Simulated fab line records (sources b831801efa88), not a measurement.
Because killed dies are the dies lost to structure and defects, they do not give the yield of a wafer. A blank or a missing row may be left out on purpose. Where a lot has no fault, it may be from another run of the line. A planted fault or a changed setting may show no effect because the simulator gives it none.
Split-lot study -- flow sky130 -- on a route of 708 steps: 5 lots, 23 wafers read

## THE SPLIT
At SKY_PWDE_COAT_02 (resist thk 3000 nm), the setting resist_thk_nm was moved away from the recipe's 3000 nm on 10 of the 23 wafers read, by -5.0% to +5.1%. For the rest of the wafers, this setting stayed at what the recipe calls for.

The reading is taken at the split's own step.

## THE READING
coat_of_PWDE_COAT_02.thk_nm (the simulator's own value, which no gauge read), in nm, at SKY_PWDE_COAT_02 (resist thk 3000 nm). The file does not state a usual value for it. Across the 13 wafers here that went through the recipe, the average is 3005 nm and the standard deviation 9 nm.

wafer,"tool, chamber at the split","resist_thk_nm as run, nm",against the recipe,"coat_of_PWDE_COAT_02.thk_nm, nm",against lot-mates on the recipe
L075.1,"litho_track-03, 0",3135,+4.5%,3135,+134
L075.2,"litho_track-03, 0",3135,+4.5%,3131,+130
L075.3,"litho_track-03, 0",3000,recipe,3001,-
L075.5,"litho_track-03, 0",3135,+4.5%,3130,+130
L075.6,"litho_track-03, 0",3000,recipe,3000,-
L076.2,"litho_track-03, 0",3000,recipe,3016,-
L076.3,"litho_track-03, 0",2851,-5.0%,2857,-161
L076.4,"litho_track-03, 0",3000,recipe,3020,-
L076.5,"litho_track-03, 0",3000,recipe,3018,-
L076.6,"litho_track-03, 0",2851,-5.0%,2860,-158
L079.3,"litho_track-04, 0",3000,recipe,3009,-
L079.5,"litho_track-04, 0",3000,recipe,3008,-
L079.6,"litho_track-04, 0",3000,recipe,2999,-
L082.1,"litho_track-04, 0",3000,recipe,3004,-
L082.2,"litho_track-04, 0",3128,+4.3%,3126,+130
L082.3,"litho_track-04, 0",3000,recipe,2997,-
L082.4,"litho_track-04, 0",3128,+4.3%,3123,+127
L082.5,"litho_track-04, 0",3000,recipe,2987,-
L084.1,"litho_track-02, 0",3154,+5.1%,3156,+154
L084.2,"litho_track-02, 0",3154,+5.1%,3158,+156
L084.4,"litho_track-02, 0",3000,recipe,2999,-
L084.5,"litho_track-02, 0",3154,+5.1%,3164,+162
L084.6,"litho_track-02, 0",3000,recipe,3004,-

FIT RESULTS
A straight line over all 23 wafers: coat_of_PWDE_COAT_02.thk_nm changes by +29.2 nm for each +1% of resist_thk_nm; r = +1.00; the points scatter about the line by 7.8 nm.
The same after taking each lot's own level away (the mean of its wafers on the recipe; 23 wafers): +30.7 nm for each +1%; r = +1.00; scatter 4.7 nm.
That fit puts the effect of the largest move of resist_thk_nm on the reading at 1.6e+02 nm.
The lots' own levels span 2996.0 to 3018.0 nm, that is 2.5 times the standard deviation above.
Hence the lot-to-lot level has little effect on the slope; both slopes agree.
Check: +156 nm against its lot-mates is what the line predicts for one of the wafers moved furthest among these (+5.1%) when that wafer is left out of the fit. It came out at +154 nm against them.

## FURTHER SPLITS ON THESE WAFERS
Note: prior to the reading, these wafers also went through further splits. Each is held against what the fit with the lots' levels taken away leaves over:
other split on the same wafers,wafers away from the commonest value,r with coat_of_PWDE_COAT_02.thk_nm (lot level and that fit taken away)
SKY_FIELD_ISO_CVD_03 temp_c,18,+0.00
SKY_FIELD_ISO_EXPOSE_10 dose_mj,4,+0.34
SKY_FIELD_ISO_ETCH_15 bias_w,8,+0.09
SKY_FIELD_ISO_OXIDATION_22 temp_c,10,+0.31
SKY_DNWELL_COAT_02 resist_thk_nm,9,-0.03

## THE WHOLE CHAIN: every reading that the file lists as answering this split, in the file's order
step,what it does,reading,change (the file's fit),r (the file's)
SKY_PWDE_COAT_02,resist thk 3000 nm,"coat_of_PWDE_COAT_02.thk_nm (the simulator's own value, which no gauge read)",+30.6 nm for each +1% of the setting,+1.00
SKY_PWDE_STRIP_09,strips in O2/N2,strip_time_to_endpoint_s,withheld for each +1% of the setting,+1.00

## FILE'S OWN FIT
coat_of_PWDE_COAT_02.thk_nm changes by +30.6 nm for each +1% of resist_thk_nm, r = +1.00.
